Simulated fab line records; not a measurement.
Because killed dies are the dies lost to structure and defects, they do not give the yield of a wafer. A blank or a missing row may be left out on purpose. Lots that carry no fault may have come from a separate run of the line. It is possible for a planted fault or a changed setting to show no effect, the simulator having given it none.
fab line records | flow sky130 | part 1 of 2: steps 1 to 26 of 35
[record] lots = 5 | wafers = 15 | last-day = 51
route steps=708 shown METAL5@666 PASSIVATION@681 PAD_OPEN@694
lots with no fault: from the same line, run without faults
start-h: hours from the record's opening day to when the first of the lot's shown wafers began | wait-h: hours since the lot's step before | " unchanged from the row above | L1.1+2: a single row standing in for several wafers | - no value, or no start was given | * or withheld: withheld | < > ~ a bound
route shown NAME@n: a module of which the file shows steps, and the number in the route of the first | usual: mean/standard deviation taken from wafers without a fault | same: alike in all rows | chamber/n: place in a boat | sites: per-site readings | _std_site: the standard deviation of these | _edge_site: outer sites' mean less inner sites' | radius-mm: for every site, how far away it sits from the centre of the wafer | mask NAME#n: copy n | behind: the last tool/chamber to shape the wafer | hold: why the lot was held/for how many hours/how that ended | device: whichever transistor did not switch (one of n, p or np) | end of line: the route-end tests of the same wafers | step lacking rows: just its recipe | killed: at the first sort, the dies lost to defects and structure; wafer yield is something else | map: shows each die of a wafer: x if killed, . if not, _ if none is there
set.NAME: the run value of the setting; set.NAME@STEP: its run value at that earlier step | model.NAME: the simulator's own value behind a step, which no gauge read
lots at selected steps of the route; one table per step, one row per wafer
services: from which hour (start-h, from the record's first day; less than 0 if before it) a tool's chamber was out of use, for how many hours, and why
[[steps]]
[step SKY_METAL5_RS_MEAS_05]
[recipe] thk-meas-gauge = four-point-probe | reads = TiN_of_METAL5_SPUTTER_04+Ti_of_METAL5_SPUTTER_03+AlCu_of_METAL5_SPUTTER_02+TiN_of_METAL5_SPUTTER_01+Ti_of_METAL5_SPUTTER_00
[usual] METAL5_ALCU_RS = 0.0270/0.00034
lot.wafer | tool          | chamber | start-h | wait-h | METAL5_ALCU_RS[ohm/sq]
L074.2    | film-metro-03 | -       | 1042.39 | 0.0    | 0.0271
L074.4    | "             | -       | "       | "      | 0.0278
L074.5    | "             | -       | "       | "      | 0.0275
L077.2    | film-metro-04 | -       | 1058.73 | 0.0    | 0.0274
L077.3    | "             | -       | "       | "      | 0.0272
L077.5    | "             | -       | "       | "      | 0.0272
L080.1    | film-metro-04 | -       | 1078.21 | 0.0    | 0.0268
L080.5    | "             | -       | "       | "      | 0.0267
L080.6    | "             | -       | "       | "      | 0.0266
L086.3    | film-metro-03 | -       | 1122.64 | 0.1    | 0.0271
L086.4    | "             | -       | "       | "      | 0.0277
L086.6    | "             | -       | "       | "      | 0.0272
L091.1    | film-metro-04 | -       | 1156.56 | 0.0    | 0.0271
L091.5    | "             | -       | "       | "      | 0.0269
L091.6    | "             | -       | "       | "      | 0.0269
[step SKY_METAL5_THK_MEAS_06]
[recipe] thk-meas-gauge = xrf | reads = AlCu_of_METAL5_SPUTTER_02
[usual] METAL5_ALCU_THK = 1117/16
lot.wafer | tool          | chamber | start-h | wait-h | METAL5_ALCU_THK[nm]
L074.2    | film-metro-03 | -       | 1042.50 | 0.1    | 1109
L074.4    | "             | -       | "       | "      | 1072
L074.5    | "             | -       | "       | "      | 1087
L077.2    | film-metro-04 | -       | 1058.84 | 0.1    | 1102
L077.3    | "             | -       | "       | "      | 1109
L077.5    | "             | -       | "       | "      | 1111
L080.1    | film-metro-04 | -       | 1078.33 | 0.1    | 1122
L080.5    | "             | -       | "       | "      | 1136
L080.6    | "             | -       | "       | "      | 1141
L086.3    | film-metro-03 | -       | 1122.74 | 0.1    | 1112
L086.4    | "             | -       | "       | "      | 1081
L086.6    | "             | -       | "       | "      | 1107
L091.1    | film-metro-04 | -       | 1156.68 | 0.1    | 1113
L091.5    | "             | -       | "       | "      | 1116
L091.6    | "             | -       | "       | "      | 1115
[step SKY_METAL5_DEHYDRATE_07]
[recipe] temp-c = 200 | time-s = 60
[usual] exhaust-pa = 44.9/0.95 | plate-temp-C = 200.03/0.18
lot.wafer | tool           | chamber | start-h | wait-h | exhaust-pa | plate-temp-C
L074.2    | litho-track-04 | 0       | 1052.71 | 10.2   | 44.7       | 199.82
L074.4    | "              | 0       | "       | "      | 44.7       | 199.88
L074.5    | "              | 0       | "       | "      | 45.1       | 199.87
L077.2    | litho-track-01 | 0       | 1069.47 | 10.6   | 44.8       | 200.11
L077.3    | "              | 0       | "       | "      | 44.6       | 200.05
L077.5    | "              | 0       | "       | "      | 44.6       | 199.88
L080.1    | litho-track-04 | 0       | 1088.93 | 10.6   | 44.8       | 199.77
L080.5    | "              | 0       | "       | "      | 44.1       | 200.11
L080.6    | "              | 0       | "       | "      | 44.4       | 199.95
L086.3    | litho-track-01 | 0       | 1133.05 | 10.3   | 45.2       | 199.93
L086.4    | "              | 0       | "       | "      | 46.0       | 200.00
L086.6    | "              | 0       | "       | "      | 46.2       | 200.13
L091.1    | litho-track-01 | 0       | 1164.65 | 8.0    | 44.8       | 200.20
L091.5    | "              | 0       | "       | "      | 45.3       | 200.44
L091.6    | "              | 0       | "       | "      | 45.9       | 199.98
[step SKY_METAL5_HMDS_08]
[recipe] prime-time-s = 60 | prime-temp-c = 120
[usual] exhaust-pa = 45.3/0.9
lot.wafer | tool           | chamber | start-h | wait-h | exhaust-pa
L074.2    | litho-track-04 | 0       | 1052.86 | 0.1    | 44.3
L074.4    | "              | 0       | "       | "      | 45.9
L074.5    | "              | 0       | "       | "      | 45.1
L077.2    | litho-track-01 | 0       | 1069.62 | 0.1    | 45.9
L077.3    | "              | 0       | "       | "      | 45.3
L077.5    | "              | 0       | "       | "      | 45.9
L080.1    | litho-track-04 | 0       | 1089.08 | 0.1    | 44.7
L080.5    | "              | 0       | "       | "      | 46.6
L080.6    | "              | 0       | "       | "      | 46.1
L086.3    | litho-track-01 | 0       | 1133.20 | 0.1    | 45.7
L086.4    | "              | 0       | "       | "      | 44.4
L086.6    | "              | 0       | "       | "      | 45.5
L091.1    | litho-track-01 | 0       | 1164.80 | 0.1    | 45.1
L091.5    | "              | 0       | "       | "      | 45.0
L091.6    | "              | 0       | "       | "      | 44.7
[step SKY_METAL5_COAT_09]
[recipe] resist = NOVOLAK | spin-rpm = 3000 | resist-thk-nm = 1800
[usual] exhaust-pa = 45.2/1
lot.wafer | tool           | chamber | start-h | wait-h | exhaust-pa
L074.2    | litho-track-04 | 0       | 1053.01 | 0.1    | 43.9
L074.4    | "              | 0       | "       | "      | 43.5
L074.5    | "              | 0       | "       | "      | 43.5
L077.2    | litho-track-01 | 0       | 1069.77 | 0.1    | 43.9
L077.3    | "              | 0       | "       | "      | 44.7
L077.5    | "              | 0       | "       | "      | 44.9
L080.1    | litho-track-04 | 0       | 1089.23 | 0.1    | 46.0
L080.5    | "              | 0       | "       | "      | 46.6
L080.6    | "              | 0       | "       | "      | 46.0
L086.3    | litho-track-01 | 0       | 1133.35 | 0.1    | 45.4
L086.4    | "              | 0       | "       | "      | 44.9
L086.6    | "              | 0       | "       | "      | 44.9
L091.1    | litho-track-01 | 0       | 1164.95 | 0.1    | 43.6
L091.5    | "              | 0       | "       | "      | 42.5
L091.6    | "              | 0       | "       | "      | 43.8
[step SKY_METAL5_SOFTBAKE_10]
[recipe] temp-c = 90 | time-s = 60 | resist = NOVOLAK
[usual] exhaust-pa = 45.1/1 | plate-temp-C = 89.97/0.13
lot.wafer | tool           | chamber | start-h | wait-h | exhaust-pa | plate-temp-C
L074.2    | litho-track-04 | 0       | 1053.16 | 0.1    | 45.3       | 90.08
L074.4    | "              | 0       | "       | "      | 45.0       | 90.01
L074.5    | "              | 0       | "       | "      | 46.1       | 89.97
L077.2    | litho-track-01 | 0       | 1069.92 | 0.1    | 45.1       | 90.09
L077.3    | "              | 0       | "       | "      | 45.6       | 90.04
L077.5    | "              | 0       | "       | "      | 46.8       | 90.03
L080.1    | litho-track-04 | 0       | 1089.38 | 0.1    | 44.7       | 89.94
L080.5    | "              | 0       | "       | "      | 44.3       | 90.04
L080.6    | "              | 0       | "       | "      | 45.0       | 90.06
L086.3    | litho-track-01 | 0       | 1133.50 | 0.1    | 46.3       | 89.98
L086.4    | "              | 0       | "       | "      | 46.1       | 90.18
L086.6    | "              | 0       | "       | "      | 45.9       | 89.90
L091.1    | litho-track-01 | 0       | 1165.10 | 0.1    | 46.2       | 89.64
L091.5    | "              | 0       | "       | "      | 45.8       | 90.00
L091.6    | "              | 0       | "       | "      | 45.0       | 89.99
[step SKY_METAL5_EXPOSE_11]
[recipe] mask-id = MM5 | na = 0.6 | source-shape = conventional | sigma-outer = 0.6 | polarization = unpolarized | target-cd-nm = 1600 | dose-mj = 190
lot.wafer  | tool             | chamber | start-h | wait-h | mask
L074.2+4+5 | iline-stepper-02 | 0       | -       | -      | MM5#0
L077.2+3+5 | iline-stepper-01 | 0       | -       | -      | MM5#0
L080.1+5+6 | iline-stepper-02 | 0       | -       | -      | MM5#0
L086.3+4+6 | iline-stepper-01 | 0       | -       | -      | MM5#0
L091.1+5+6 | iline-stepper-02 | 0       | -       | -      | MM5#0
[step SKY_METAL5_PEB_12]
[recipe] temp-c = withheld | time-s = * | resist = NOVOLAK
[usual] exhaust-pa = 45.0/0.9
lot.wafer | tool           | chamber | start-h | wait-h | exhaust-pa
L074.2    | litho-track-04 | 0       | -       | -      | 46.3
L074.4    | "              | 0       | "       | "      | 45.7
L074.5    | "              | 0       | "       | "      | 45.4
L077.2    | litho-track-03 | 0       | -       | -      | 44.5
L077.3    | "              | 0       | "       | "      | 44.8
L077.5    | "              | 0       | "       | "      | 44.4
L080.1    | litho-track-01 | 0       | -       | -      | 44.9
L080.5    | "              | 0       | "       | "      | 44.9
L080.6    | "              | 0       | "       | "      | 45.9
L086.3    | litho-track-04 | 0       | -       | -      | 43.8
L086.4    | "              | 0       | "       | "      | 44.5
L086.6    | "              | 0       | "       | "      | 44.5
L091.1    | litho-track-01 | 0       | -       | -      | 46.0
L091.5    | "              | 0       | "       | "      | 45.5
L091.6    | "              | 0       | "       | "      | 45.8
[step SKY_METAL5_DEVELOP_13]
[recipe] resist = NOVOLAK | developer = TMAH | develop-time-s = 60 | dev-temp-c = 23
[usual] exhaust-pa = 44.8/0.94
lot.wafer | tool           | chamber | start-h | wait-h | exhaust-pa
L074.2    | litho-track-04 | 0       | 1065.11 | 0.1    | 46.5
L074.4    | "              | 0       | "       | "      | 46.3
L074.5    | "              | 0       | "       | "      | 45.5
L077.2    | litho-track-03 | 0       | 1080.59 | 0.1    | 45.7
L077.3    | "              | 0       | "       | "      | 43.9
L077.5    | "              | 0       | "       | "      | 45.7
L080.1    | litho-track-01 | 0       | 1099.45 | 0.1    | 43.6
L080.5    | "              | 0       | "       | "      | 43.7
L080.6    | "              | 0       | "       | "      | 44.7
L086.3    | litho-track-04 | 0       | 1142.78 | 0.1    | 44.8
L086.4    | "              | 0       | "       | "      | 44.9
L086.6    | "              | 0       | "       | "      | 45.6
L091.1    | litho-track-01 | 0       | 1174.65 | 0.1    | 44.2
L091.5    | "              | 0       | "       | "      | 45.6
L091.6    | "              | 0       | "       | "      | 46.2
[step SKY_METAL5_DESCUM_14]
[recipe] chemistry = O2 | source-power-w = 150 | bias-power-w = 0 | pressure-mtorr = 10 | temp-c = 40 | time-s = 11
[usual] drypump-motor-current-A = 5.6/0.34 | oes-product-au = 0.998/0.0063
lot.wafer | tool         | chamber | start-h | wait-h | drypump-motor-current-A | oes-product-au | rf-hours-counter-h
L074.2    | rie-metal-01 | 1       | 1065.24 | 0.1    | 5.4                     | 1.006          | -
L074.4    | "            | 1       | "       | "      | 5.3                     | 0.997          | -
L074.5    | "            | 1       | "       | "      | 5.3                     | 1.008          | -
L077.2    | rie-metal-02 | 0       | 1080.72 | 0.1    | 6.1                     | 1.002          | 9
L077.3    | "            | 0       | "       | "      | 6.1                     | 0.996          | -
L077.5    | "            | 0       | "       | "      | 6.1                     | 0.993          | -
L080.1    | rie-metal-02 | 1       | 1099.60 | 0.1    | 5.6                     | 1.005          | 19
L080.5    | "            | 0       | "       | "      | 6.1                     | 1.006          | -
L080.6    | "            | 1       | "       | "      | 5.6                     | 1.002          | -
L086.3    | rie-metal-01 | 0       | 1142.89 | 0.1    | 6.1                     | 1.001          | -
L086.4    | "            | 1       | "       | "      | 5.3                     | 1.002          | -
L086.6    | "            | 0       | "       | "      | 6.1                     | 0.993          | -
L091.1    | rie-metal-04 | 1       | 1174.80 | 0.1    | 5.5                     | 1.014          | 30
L091.5    | "            | 0       | "       | "      | 5.3                     | 1.003          | -
L091.6    | "            | 1       | "       | "      | 5.4                     | 1.001          | -
[step SKY_METAL5_METAL_ETCH_15]
[recipe] target-depth-a = 12600 | stop-on = SiO2 | over-etch-frac = 0.2 | time-s = 252 | chemistry = Cl2/BCl3 | resist-sidewall-deg = 86 | pressure-mtorr = 10 | icp-w = 900 | bias-w = 48.5 | Cl2_flow_sccm = 60 | bcl3-flow-sccm = 30
[usual] drypump-motor-current-A = 5.6/0.34 | oes-product-au = 0.894/0.0055 | throttle-valve-pct = 22.263/0.009
lot.wafer | tool         | chamber | start-h | wait-h | drypump-motor-current-A | oes-product-au | rf-hours-counter-h | throttle-valve-pct
L074.2    | rie-metal-01 | 1       | 1065.38 | 0.1    | 5.4                     | 0.891          | -                  | 22.271
L074.4    | "            | 1       | "       | "      | 5.4                     | 0.886          | -                  | 22.256
L074.5    | "            | 1       | "       | "      | 5.4                     | 0.900          | -                  | 22.271
L077.2    | rie-metal-02 | 0       | 1080.75 | 0.0    | 6.1                     | 0.888          | 9                  | 22.260
L077.3    | "            | 0       | "       | "      | 6.1                     | 0.887          | -                  | 22.263
L077.5    | "            | 0       | "       | "      | 6.1                     | 0.887          | -                  | 22.273
L080.1    | rie-metal-02 | 1       | 1099.63 | 0.0    | 5.6                     | 0.890          | 19                 | 22.247
L080.5    | "            | 0       | "       | "      | 6.1                     | 0.896          | -                  | 22.269
L080.6    | "            | 1       | "       | "      | 5.6                     | 0.891          | -                  | 22.263
L086.3    | rie-metal-01 | 0       | 1143.00 | 0.1    | 6.2                     | 0.899          | -                  | 22.278
L086.4    | "            | 1       | "       | "      | 5.3                     | 0.885          | -                  | 22.265
L086.6    | "            | 0       | "       | "      | 6.2                     | 0.898          | -                  | 22.255
L091.1    | rie-metal-04 | 1       | 1174.83 | 0.0    | 5.5                     | 0.889          | 30                 | 22.276
L091.5    | "            | 0       | "       | "      | 5.3                     | 0.905          | -                  | 22.270
L091.6    | "            | 1       | "       | "      | 5.5                     | 0.898          | -                  | 22.263
[step SKY_METAL5_STRIP_16]
[recipe] chemistry = O2/N2 | power-w = 1400 | pressure-mtorr = 1500 | platen-temp-c = withheld | o2-flow-sccm = 3000 | n2-flow-sccm = 300 | overash-fraction = 0.5
[usual] drypump-motor-current-A = 5.8/0.64 | oes-product-au = 0.711/0.0043 | strip-time-to-endpoint-s = 13.10/0.076
lot.wafer | tool            | chamber | start-h | wait-h | drypump-motor-current-A | oes-product-au | rf-hours-counter-h | strip-time-to-endpoint-s
L074.2    | plasma-asher-02 | 0       | 1065.77 | 0.3    | 6.2                     | 0.715          | 22                 | 13.07
L074.4    | "               | 1       | "       | "      | 4.7                     | 0.721          | -                  | 13.05
L074.5    | "               | 0       | "       | "      | 6.2                     | 0.714          | -                  | 13.03
L077.2    | plasma-asher-02 | 0       | 1080.98 | 0.2    | 6.2                     | 0.709          | 23                 | 13.34
L077.3    | "               | 1       | "       | "      | 4.7                     | 0.708          | -                  | 13.25
L077.5    | "               | 1       | "       | "      | 4.7                     | 0.714          | -                  | 13.19
L080.1    | plasma-asher-01 | 0       | 1099.87 | 0.2    | 5.4                     | 0.712          | 70                 | 13.20
L080.5    | "               | 0       | "       | "      | 5.4                     | 0.711          | -                  | 13.13
L080.6    | "               | 1       | "       | "      | 6.2                     | 0.707          | -                  | 13.21
L086.3    | plasma-asher-04 | 1       | 1143.19 | 0.1    | 6.5                     | 0.716          | -                  | 13.21
L086.4    | "               | 0       | "       | "      | 5.9                     | 0.709          | -                  | 13.07
L086.6    | "               | 1       | "       | "      | 6.5                     | 0.718          | -                  | 13.17
L091.1    | plasma-asher-01 | 0       | 1175.07 | 0.2    | 5.4                     | 0.713          | 77                 | 13.05
L091.5    | "               | 1       | "       | "      | 6.2                     | 0.711          | -                  | 12.99
L091.6    | "               | 0       | "       | "      | 5.4                     | 0.711          | -                  | 13.04
[step SKY_METAL5_STRIP_17]
[recipe] chemistry = post-etch-residue-remover | time-s = 1200 | temp-c = 72.5
lot.wafer  | tool         | chamber | start-h | wait-h
L074.2+4+5 | wet-bench-01 | 3       | 1065.87 | 0.1
L077.2+3+5 | wet-bench-01 | 3       | 1081.08 | 0.1
L080.1+5+6 | wet-bench-03 | 3       | 1099.97 | 0.1
L086.3+4+6 | wet-bench-03 | 1       | 1143.25 | 0.0
L091.1+5+6 | wet-bench-03 | 0       | 1175.17 | 0.1
[step SKY_METAL5_CLEAN_18]
[recipe] chemistry = IPA | time-s = 180 | temp-c = 25
lot.wafer  | tool         | chamber | start-h | wait-h
L074.2+4+5 | wet-bench-03 | 0       | 1066.21 | 0.0
L077.2+3+5 | wet-bench-04 | 2       | 1081.43 | 0.0
L080.1+5+6 | wet-bench-03 | 1       | 1100.31 | 0.0
L086.3+4+6 | wet-bench-04 | 0       | 1144.00 | 0.0
L091.1+5+6 | wet-bench-04 | 1       | 1175.51 | 0.0
[step SKY_METAL5_CLEAN_19]
[recipe] chemistry = O3/DIW | dry = n2-spin
lot.wafer  | tool         | chamber | start-h | wait-h
L074.2+4+5 | wet-bench-01 | 1       | 1066.28 | 0.0
L077.2+3+5 | wet-bench-03 | 3       | 1081.49 | 0.0
L080.1+5+6 | wet-bench-01 | 1       | 1100.37 | 0.0
L086.3+4+6 | wet-bench-04 | 0       | 1144.06 | 0.0
L091.1+5+6 | wet-bench-03 | 2       | 1175.57 | 0.0
[step SKY_PASSIVATION_CVD_00]
[recipe] material = SiO2 | target-thk-nm = 90 | temp-c = 400 | time-s = withheld | rf-w = 600
[usual] heater-power-w = 640/81
lot.wafer | tool     | chamber | start-h | wait-h | heater-power-w
L074.2    | pecvd-04 | 0       | 1066.37 | 0.0    | 642
L074.4    | "        | 2       | "       | "      | 539
L074.5    | "        | 1       | "       | "      | 670
L077.2    | pecvd-04 | 2       | 1081.58 | 0.0    | 577
L077.3    | "        | 0       | "       | "      | 609
L077.5    | "        | 0       | "       | "      | 632
L080.1    | pecvd-04 | 0       | 1100.47 | 0.0    | 636
L080.5    | "        | 0       | "       | "      | 642
L080.6    | "        | 2       | "       | "      | 512
L086.3    | pecvd-04 | 0       | 1144.15 | 0.0    | 661
L086.4    | "        | 0       | "       | "      | 670
L086.6    | "        | 2       | "       | "      | 501
L091.1    | pecvd-03 | 0       | 1175.66 | 0.0    | 580
L091.5    | "        | 2       | "       | "      | 656
L091.6    | "        | 0       | "       | "      | 579
[step SKY_PASSIVATION_THK_MEAS_01]
[recipe] reads = SiO2_of_PASSIVATION_CVD_00
[usual] PASSIVATION_CVD_00_THK = 90.0/1.3
lot.wafer | tool          | chamber | start-h | wait-h | PASSIVATION_CVD_00_THK[nm]
L074.2    | film-metro-01 | -       | 1066.40 | -      | 89.3
L074.4    | "             | -       | "       | "      | 92.1
L074.5    | "             | -       | "       | "      | 92.6
L077.2    | film-metro-03 | -       | 1081.61 | -      | 88.6
L077.3    | "             | -       | "       | "      | 87.8
L077.5    | "             | -       | "       | "      | 89.5
L080.1    | film-metro-03 | -       | 1100.49 | -      | 89.6
L080.5    | "             | -       | "       | "      | 91.0
L080.6    | "             | -       | "       | "      | 91.8
L086.3    | film-metro-02 | -       | 1144.19 | -      | 89.0
L086.4    | "             | -       | "       | "      | 89.2
L086.6    | "             | -       | "       | "      | 90.1
L091.1    | film-metro-03 | -       | 1175.68 | -      | 91.5
L091.5    | "             | -       | "       | "      | 93.2
L091.6    | "             | -       | "       | "      | 92.2
[step SKY_PASSIVATION_CVD_02]
[recipe] material = Si3N4 | target-thk-nm = 540 | temp-c = 400 | time-s = withheld | rf-w = 450
[usual] heater-power-w = 702/85
lot.wafer | tool     | chamber | start-h | wait-h | heater-power-w
L074.2    | pecvd-03 | 0       | 1066.45 | 0.0    | 730
L074.4    | "        | 2       | "       | "      | 717
L074.5    | "        | 0       | "       | "      | 730
L077.2    | pecvd-03 | 2       | 1081.66 | 0.0    | 719
L077.3    | "        | 2       | "       | "      | 592
L077.5    | "        | 2       | "       | "      | 632
L080.1    | pecvd-01 | 0       | 1100.55 | 0.1    | 552
L080.5    | "        | 0       | "       | "      | 570
L080.6    | "        | 2       | "       | "      | 773
L086.3    | pecvd-03 | 1       | 1144.34 | 0.1    | 702
L086.4    | "        | 2       | "       | "      | 737
L086.6    | "        | 1       | "       | "      | 749
L091.1    | pecvd-04 | 0       | 1175.74 | 0.1    | 721
L091.5    | "        | 0       | "       | "      | 747
L091.6    | "        | 1       | "       | "      | 687
[step SKY_PASSIVATION_THK_MEAS_03]
[recipe] reads = Si3N4_of_PASSIVATION_CVD_02
[usual] PASSIVATION_CVD_02_THK = 541/7.6
lot.wafer | tool          | chamber | start-h | wait-h | PASSIVATION_CVD_02_THK[nm]
L074.2    | film-metro-02 | -       | 1066.69 | -      | 534
L074.4    | "             | -       | "       | "      | 548
L074.5    | "             | -       | "       | "      | 545
L077.2    | film-metro-01 | -       | 1082.01 | -      | 543
L077.3    | "             | -       | "       | "      | 549
L077.5    | "             | -       | "       | "      | 547
L080.1    | film-metro-03 | -       | 1100.77 | -      | 547
L080.5    | "             | -       | "       | "      | 550
L080.6    | "             | -       | "       | "      | 546
L086.3    | film-metro-02 | -       | 1144.59 | -      | 545
L086.4    | "             | -       | "       | "      | 550
L086.6    | "             | -       | "       | "      | 546
L091.1    | film-metro-02 | -       | 1176.08 | -      | 541
L091.5    | "             | -       | "       | "      | 554
L091.6    | "             | -       | "       | "      | 549
[step SKY_PASSIVATION_DEHYDRATE_04]
[recipe] temp-c = 200 | time-s = 60
[usual] exhaust-pa = 44.9/0.93 | plate-temp-C = 199.98/0.15
lot.wafer | tool           | chamber | start-h | wait-h | exhaust-pa | plate-temp-C
L074.2    | litho-track-01 | 0       | 1076.82 | 10.1   | 44.1       | 200.06
L074.4    | "              | 0       | "       | "      | 43.1       | 200.28
L074.5    | "              | 0       | "       | "      | 43.8       | 199.96
L077.2    | litho-track-01 | 0       | 1092.32 | 10.3   | 45.2       | 200.03
L077.3    | "              | 0       | "       | "      | 46.2       | 199.71
L077.5    | "              | 0       | "       | "      | 44.9       | 200.10
L080.1    | litho-track-02 | 0       | 1111.25 | 10.5   | 45.1       | 199.73
L080.5    | "              | 0       | "       | "      | 44.3       | 199.76
L080.6    | "              | 0       | "       | "      | 44.0       | 199.66
L086.3    | litho-track-02 | 0       | 1154.10 | 9.5    | 45.2       | 199.86
L086.4    | "              | 0       | "       | "      | 45.1       | 199.86
L086.6    | "              | 0       | "       | "      | 44.0       | 199.82
L091.1    | litho-track-03 | 0       | 1184.02 | 7.9    | 43.3       | 199.80
L091.5    | "              | 0       | "       | "      | 42.9       | 199.74
L091.6    | "              | 0       | "       | "      | 43.1       | 199.73
[step SKY_PASSIVATION_HMDS_05]
[recipe] prime-time-s = 60 | prime-temp-c = 120
[usual] exhaust-pa = 45.1/0.81
lot.wafer | tool           | chamber | start-h | wait-h | exhaust-pa
L074.2    | litho-track-01 | 0       | 1076.97 | 0.1    | 44.3
L074.4    | "              | 0       | "       | "      | 44.3
L074.5    | "              | 0       | "       | "      | 45.3
L077.2    | litho-track-01 | 0       | 1092.47 | 0.1    | 45.6
L077.3    | "              | 0       | "       | "      | 45.0
L077.5    | "              | 0       | "       | "      | 45.1
L080.1    | litho-track-02 | 0       | 1111.40 | 0.1    | 45.5
L080.5    | "              | 0       | "       | "      | 45.7
L080.6    | "              | 0       | "       | "      | 44.5
L086.3    | litho-track-02 | 0       | 1154.25 | 0.1    | 45.1
L086.4    | "              | 0       | "       | "      | 44.9
L086.6    | "              | 0       | "       | "      | 44.8
L091.1    | litho-track-03 | 0       | 1184.17 | 0.1    | 45.0
L091.5    | "              | 0       | "       | "      | 45.2
L091.6    | "              | 0       | "       | "      | 45.7
[step SKY_PASSIVATION_COAT_06]
[recipe] spin-rpm = 2000 | resist-thk-nm = 3000
[usual] exhaust-pa = 45.3/0.89
lot.wafer | tool           | chamber | start-h | wait-h | exhaust-pa
L074.2    | litho-track-01 | 0       | 1077.12 | 0.1    | 45.0
L074.4    | "              | 0       | "       | "      | 46.1
L074.5    | "              | 0       | "       | "      | 44.6
L077.2    | litho-track-01 | 0       | 1092.62 | 0.1    | 45.2
L077.3    | "              | 0       | "       | "      | 45.4
L077.5    | "              | 0       | "       | "      | 45.3
L080.1    | litho-track-02 | 0       | 1111.55 | 0.1    | 44.4
L080.5    | "              | 0       | "       | "      | 46.3
L080.6    | "              | 0       | "       | "      | 43.6
L086.3    | litho-track-02 | 0       | 1154.40 | 0.1    | 45.3
L086.4    | "              | 0       | "       | "      | 43.9
L086.6    | "              | 0       | "       | "      | 45.9
L091.1    | litho-track-03 | 0       | 1184.32 | 0.1    | 45.9
L091.5    | "              | 0       | "       | "      | 45.4
L091.6    | "              | 0       | "       | "      | 46.6
[step SKY_PASSIVATION_SOFTBAKE_07]
[recipe] temp-c = 110 | time-s = withheld
[usual] exhaust-pa = 45.0/0.93 | plate-temp-C = 109.99/0.15
lot.wafer | tool           | chamber | start-h | wait-h | exhaust-pa | plate-temp-C
L074.2    | litho-track-01 | 0       | 1077.28 | 0.1    | 45.4       | 110.16
L074.4    | "              | 0       | "       | "      | 46.0       | 110.17
L074.5    | "              | 0       | "       | "      | 45.6       | 110.36
L077.2    | litho-track-01 | 0       | 1092.78 | 0.1    | 44.6       | 109.90
L077.3    | "              | 0       | "       | "      | 45.2       | 109.82
L077.5    | "              | 0       | "       | "      | 44.0       | 109.86
L080.1    | litho-track-02 | 0       | 1111.70 | 0.1    | 45.0       | 109.93
L080.5    | "              | 0       | "       | "      | 45.2       | 110.07
L080.6    | "              | 0       | "       | "      | 45.9       | 109.99
L086.3    | litho-track-02 | 0       | 1154.57 | 0.1    | 45.8       | 109.70
L086.4    | "              | 0       | "       | "      | 44.9       | 109.75
L086.6    | "              | 0       | "       | "      | 44.7       | 109.83
L091.1    | litho-track-03 | 0       | 1184.47 | 0.1    | 44.9       | 110.12
L091.5    | "              | 0       | "       | "      | 45.0       | 110.14
L091.6    | "              | 0       | "       | "      | 45.1       | 110.12
[step SKY_PASSIVATION_EXPOSE_08]
[recipe] mask-id = NSM | target-cd-nm = 3000 | na = 0.57 | dose-mj = 260
lot.wafer  | tool             | chamber | start-h | wait-h | mask
L074.2+4+5 | iline-stepper-02 | 0       | -       | -      | NSM#0
L077.2+3+5 | iline-stepper-01 | 0       | -       | -      | NSM#0
L080.1+5+6 | iline-stepper-01 | 0       | -       | -      | NSM#0
L086.3+4+6 | iline-stepper-02 | 0       | -       | -      | NSM#0
L091.1+5+6 | iline-stepper-02 | 0       | -       | -      | NSM#0
[step SKY_PASSIVATION_PEB_09]
[recipe] temp-c = 115 | time-s = withheld
[usual] exhaust-pa = 45.0/0.91 | plate-temp-C = 115.00/0.14
lot.wafer | tool           | chamber | start-h | wait-h | exhaust-pa | plate-temp-C
L074.2    | litho-track-02 | 0       | -       | -      | 45.8       | 115.03
L074.4    | "              | 0       | "       | "      | 45.8       | 115.10
L074.5    | "              | 0       | "       | "      | 45.0       | 115.09
L077.2    | litho-track-01 | 0       | -       | -      | 46.6       | 115.08
L077.3    | "              | 0       | "       | "      | 45.1       | 114.91
L077.5    | "              | 0       | "       | "      | 45.2       | 114.92
L080.1    | litho-track-01 | 0       | -       | -      | 44.1       | 114.86
L080.5    | "              | 0       | "       | "      | 45.9       | 115.11
L080.6    | "              | 0       | "       | "      | 44.9       | 115.03
L086.3    | litho-track-01 | 0       | -       | -      | 45.3       | 115.00
L086.4    | "              | 0       | "       | "      | 44.5       | 114.83
L086.6    | "              | 0       | "       | "      | 43.0       | 114.70
L091.1    | litho-track-03 | 0       | -       | -      | 45.0       | 114.87
L091.5    | "              | 0       | "       | "      | 45.2       | 114.82
L091.6    | "              | 0       | "       | "      | 44.7       | 114.89
[step SKY_PASSIVATION_DEVELOP_10]
[recipe] develop-time-s = 60 | dev-temp-c = 23
[usual] exhaust-pa = 45.1/0.89
lot.wafer | tool           | chamber | start-h | wait-h | exhaust-pa
L074.2    | litho-track-02 | 0       | -       | -      | 45.0
L074.4    | "              | 0       | "       | "      | 44.7
L074.5    | "              | 0       | "       | "      | 44.8
L077.2    | litho-track-01 | 0       | -       | -      | 45.9
L077.3    | "              | 0       | "       | "      | 46.9
L077.5    | "              | 0       | "       | "      | 44.7
L080.1    | litho-track-01 | 0       | -       | -      | 45.3
L080.5    | "              | 0       | "       | "      | 45.6
L080.6    | "              | 0       | "       | "      | 44.4
L086.3    | litho-track-01 | 0       | -       | -      | 47.2
L086.4    | "              | 0       | "       | "      | 46.4
L086.6    | "              | 0       | "       | "      | 46.4
L091.1    | litho-track-03 | 0       | -       | -      | 45.5
L091.5    | "              | 0       | "       | "      | 45.8
L091.6    | "              | 0       | "       | "      | 44.8
